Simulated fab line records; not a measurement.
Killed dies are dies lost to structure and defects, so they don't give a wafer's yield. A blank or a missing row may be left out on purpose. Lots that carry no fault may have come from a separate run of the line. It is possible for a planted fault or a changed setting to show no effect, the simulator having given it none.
Check for tools in common -- flow sky130 -- Sample size 13 lots and 39 wafers

== WHY IT WAS OPENED ==
Of 13 lots, 1 have the reading NWELL_2_TW flagged at SKY_NWELL_TW_MEAS_26. Wafers without a fault read 493.5, standard deviation 2.3.
Rule: a lot is flagged when every wafer of it that has a number lies more than 4 standard deviations from that mean, or none has a number. The other lots count as sound.

lot,measured,on,"NWELL_2_TW, wafer by wafer",flag
L201,day 5 10:21,film metro-02,493.1 496.2 496.0,
L202,day 5 14:49,film metro-03,492.1 492.1 493.8,
L203,day 5 18:08,film metro-03,494.0 489.0 490.2,
L204,day 6 00:20,film metro-03,489.7 495.1 492.9,
L205,day 6 07:41,film metro-02,492.8 493.9 492.8,
L207,day 6 17:49,film metro-02,494.6 491.2 492.8,
L208,day 6 23:43,film metro-04,495.7 494.8 498.0,
L209,day 7 07:08,film metro-03,492.7 492.2 493.1,
L210,day 7 18:07,film metro-04,492.5 490.3 491.2,
L211,day 8 05:26,film metro-03,493.8 497.4 492.9,
L216,day 9 07:53,film metro-03,30.2 29.9 30.1,FLAGGED
L222,day 10 15:08,film metro-02,496.9 494.4 495.6,
L223,day 10 23:09,film metro-04,493.4 493.0 492.7,
The numbers of the flagged lots are 30.1 on average: -463.4 against the usual, or -99 or more standard deviations.

== TOOL THAT RAN EACH LOT ==
3 process steps preceding the reading are held in the record, out of 708 steps in the route. Read each cell as the tool, then ch plus the chambers that the sampled wafers visited, then the start.
lot,flag,SKY_DNWELL_STRIP_08,SKY_NWELL_STRIP_14,SKY_NWELL_STRIP_25
L201,,"plasma asher-01 ch 0,1, day 3 06:47","plasma asher-02 ch 0,1, day 4 17:25","plasma asher-01 ch 0,1, day 5 10:15"
L202,,"plasma asher-01 ch 0,1, day 3 12:12","plasma asher-03 ch 0,1, day 4 21:58","plasma asher-01 ch 0,1, day 5 14:42"
L203,,"plasma asher-03 ch 0,1, day 3 14:51","plasma asher-02 ch 0, day 5 00:19","plasma asher-01 ch 0,1, day 5 18:01"
L204,,"plasma asher-01 ch 0,1, day 3 19:38","plasma asher-02 ch 0,1, day 5 05:24","plasma asher-01 ch 0, day 6 00:13"
L205,,"plasma asher-04 ch 0,1, day 4 02:24","plasma asher-01 ch 0,1, day 5 12:58","plasma asher-03 ch 0,1, day 6 07:34"
L207,,"plasma asher-01 ch 0,1, day 4 11:35","plasma asher-03 ch 0,1, day 5 22:42","plasma asher-03 ch 0,1, day 6 17:43"
L208,,"plasma asher-01 ch 0,1, day 4 17:02","plasma asher-01 ch 0,1, day 6 04:17","plasma asher-01 ch 0,1, day 6 23:37"
L209,,"plasma asher-03 ch 0,1, day 5 00:11","plasma asher-01 ch 1, day 6 11:43","plasma asher-01 ch 0,1, day 7 07:02"
L210,,"plasma asher-04 ch 0,1, day 5 09:23","plasma asher-01 ch 0,1, day 6 22:07","plasma asher-01 ch 0,1, day 7 18:02"
L211,,"plasma asher-04 ch 0,1, day 5 18:42","plasma asher-03 ch 0,1, day 7 08:56","plasma asher-02 ch 0,1, day 8 05:19"
L216,FLAGGED,"plasma asher-03 ch 0,1, day 6 18:20","plasma asher-01 ch 0,1, day 8 10:17","plasma asher-02 ch 0,1, day 9 07:47"
L222,,"plasma asher-04 ch 0,1, day 7 20:56","plasma asher-02 ch 0,1, day 9 16:04","plasma asher-03 ch 0,1, day 10 15:03"
L223,,"plasma asher-04 ch 0,1, day 8 05:24","plasma asher-03 ch 0,1, day 10 00:04","plasma asher-03 ch 0,1, day 10 23:02"
What is done by these steps:
- SKY_DNWELL_STRIP_08: strips in O2/N2.
- SKY_NWELL_STRIP_14: strips in O2/N2.
- SKY_NWELL_STRIP_25: strips in O2/N2.
- SKY_NWELL_TW_MEAS_26

== FLAGGED AGAINST TOTAL, ONE TOOL AT A TIME (gauges that did the reading follow at the end) ==
step,tool,lots run,flagged,share of the flagged lots,sound lots run after its first flagged lot
SKY_DNWELL_STRIP_08,plasma asher-01,5,0,none,-
SKY_DNWELL_STRIP_08,plasma asher-03,3,1,all,0
SKY_DNWELL_STRIP_08,plasma asher-04,5,0,none,-
SKY_NWELL_STRIP_14,plasma asher-01,5,1,all,0
SKY_NWELL_STRIP_14,plasma asher-02,4,0,none,-
SKY_NWELL_STRIP_14,plasma asher-03,4,0,none,-
SKY_NWELL_STRIP_25,plasma asher-01,7,0,none,-
SKY_NWELL_STRIP_25,plasma asher-02,2,1,all,0
SKY_NWELL_STRIP_25,plasma asher-03,4,0,none,-
SKY_NWELL_TW_MEAS_26,film metro-02,4,0,none,-
SKY_NWELL_TW_MEAS_26,film metro-03,6,1,all,0
SKY_NWELL_TW_MEAS_26,film metro-04,3,0,none,-

== WHAT IS ALLOWED BY THE TABLE ==
4 rows of the table ran every flagged lot: plasma asher-03 at SKY_DNWELL_STRIP_08, plasma asher-01 at SKY_NWELL_STRIP_14, plasma asher-02 at SKY_NWELL_STRIP_25, film metro-03 at SKY_NWELL_TW_MEAS_26.
- plasma asher-03 at SKY_DNWELL_STRIP_08 ran 3 lots, 1 of them flagged. It ran its last sound lot, L209, at day 5 00:11 and its first flagged lot, L216, at day 6 18:20: a fault with its onset between the two fits.
- plasma asher-01 at SKY_NWELL_STRIP_14 ran 5 lots, 1 of them flagged. It ran its last sound lot, L210, at day 6 22:07 and its first flagged lot, L216, at day 8 10:17: a fault with its onset between the two fits. Its own readings (oes product au) fall more than 4 standard deviations out on all wafers of the flagged lots.
- plasma asher-02 at SKY_NWELL_STRIP_25 ran 2 lots, 1 of them flagged. It ran its last sound lot, L211, at day 8 05:19 and its first flagged lot, L216, at day 9 07:47: a fault with its onset between the two fits. Its own readings (strip time to endpoint s) fall more than 4 standard deviations out on all wafers of the flagged lots.
- film metro-03 at SKY_NWELL_TW_MEAS_26 ran 6 lots, 1 of them flagged. It ran its last sound lot, L211, at day 8 05:26 and its first flagged lot, L216, at day 9 07:53: a fault with its onset between the two fits.
Because each of these 4 tools fits a fault that began at some hour, counting lots does not separate them. More lots, or a look at what each step does to the wafer, might.

== WHAT THE SIMULATOR HAD PUT IN ==
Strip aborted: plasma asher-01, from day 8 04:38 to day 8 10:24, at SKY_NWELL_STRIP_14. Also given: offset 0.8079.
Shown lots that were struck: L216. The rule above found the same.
